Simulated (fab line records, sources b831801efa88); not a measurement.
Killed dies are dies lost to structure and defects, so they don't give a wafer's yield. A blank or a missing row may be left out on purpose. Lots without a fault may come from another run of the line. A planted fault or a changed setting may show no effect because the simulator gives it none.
Which tool did it? | flow gf180mcu | 11 lots, 32 wafers sampled, at 3 steps of a route of 602

WHAT THE GAUGES READ, wafer by wafer
GF_V3_RS_MEAS_24: measures by four-point-probe.
lot  | measured     | on            | V3_W_RS (ohm/sq)
L692 | day 22 18:24 | film_metro-04 | 0.3255 0.3294 0.3306
L694 | day 23 17:47 | film_metro-04 | 0.3265 0.3285 0.3266
L695 | day 24 00:57 | film_metro-03 | 0.3231 0.3237 0.3232
L696 | day 24 09:45 | film_metro-04 | 0.3307 0.3256 0.3282
L703 | day 26 18:04 | film_metro-02 | 0.3252 0.3259 0.3260
L704 | day 27 02:59 | film_metro-02 | 0.3283 0.4849 0.3286 0.4836
L705 | day 27 12:36 | film_metro-02 | 0.3246 0.4797 0.3249 0.3237 0.4798 0.3254
L707 | day 27 22:25 | film_metro-02 | 0.4789 0.4713 0.3238 0.4778 0.4726 0.3226
L709 | day 28 08:19 | film_metro-04 | 0.3264 0.3290 0.3240
L710 | day 28 18:14 | film_metro-02 | 0.3278 0.3302 0.3274
L714 | day 29 18:06 | film_metro-03 | 0.3280 0.3284 0.3320

WHICH TOOL RAN EACH LOT (tool, then ch and the chambers of the sampled wafers, then the start)
lot  | GF_V3_STRIP_18                       | GF_V3_CVD_23
L692 | plasma_asher-04 ch 0,1, day 22 17:15 | cvd_w-02 ch 0,1, day 22 18:17
L694 | plasma_asher-02 ch 0,1, day 23 17:02 | cvd_w-01 ch 0,1, day 23 17:40
L695 | plasma_asher-01 ch 0,1, day 24 00:12 | cvd_w-02 ch 0,1, day 24 00:50
L696 | plasma_asher-04 ch 0,1, day 24 09:00 | cvd_w-02 ch 0,1, day 24 09:38
L703 | plasma_asher-01 ch 0,1, day 26 17:18 | cvd_w-02 ch 0,1, day 26 17:56
L704 | plasma_asher-04 ch 0,1, day 27 02:14 | cvd_w-01 ch 0,1, day 27 02:52
L705 | plasma_asher-01 ch 0,1, day 27 11:51 | cvd_w-01 ch 0,1, day 27 12:29
L707 | plasma_asher-04 ch 0,1, day 27 21:39 | cvd_w-01 ch 0,1, day 27 22:17
L709 | plasma_asher-01 ch 0,1, day 28 07:34 | cvd_w-02 ch 0,1, day 28 08:12
L710 | plasma_asher-01 ch 0,1, day 28 17:27 | cvd_w-02 ch 0,1, day 28 18:07
L714 | plasma_asher-01 ch 0,1, day 29 17:20 | cvd_w-02 ch 0,1, day 29 17:58
- GF_V3_STRIP_18: strips in O2/N2.
- GF_V3_CVD_23: deposits W, target thk 350 nm, time 104.9 s.

THE ANSWER, worked out from the rows above alone
Rule: what is usual is taken from the lots themselves. Put in order of their means at a reading, lots are off if they are a third of the lots or fewer, leave a main group of 4 or more, and stand apart from it by a gap of 3 or more times the standard deviation of the main group's means; of several such gaps the widest counts. A main group whose means are all the same, to the digits that the tables above print for the reading, isn't used. A lot without any number at a reading at which 4 lots or more have one is off too. The other lots that the step has rows for count as sound.
Off: L704, L705, L707, at GF_V3_RS_MEAS_24 (V3_W_RS). The main group: mean 0.3272 ohm/sq, standard deviation 0.0018.
A tool fits if, at a process step before that reading, it ran every lot that is off, and no sound lot after the first of them. The gauges at GF_V3_RS_MEAS_24 are tried like those tools. One fits: cvd_w-01 at GF_V3_CVD_23. Its last sound lot is L694 (day 23 17:40), its first lot that is off L704 (day 27 02:52): a fault that began between those two fits.

WHAT THE SIMULATOR HAD PUT IN
Process parameter drift: cvd_w-01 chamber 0, from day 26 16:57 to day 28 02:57, at GF_V3_CVD_23. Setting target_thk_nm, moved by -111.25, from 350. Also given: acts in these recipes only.
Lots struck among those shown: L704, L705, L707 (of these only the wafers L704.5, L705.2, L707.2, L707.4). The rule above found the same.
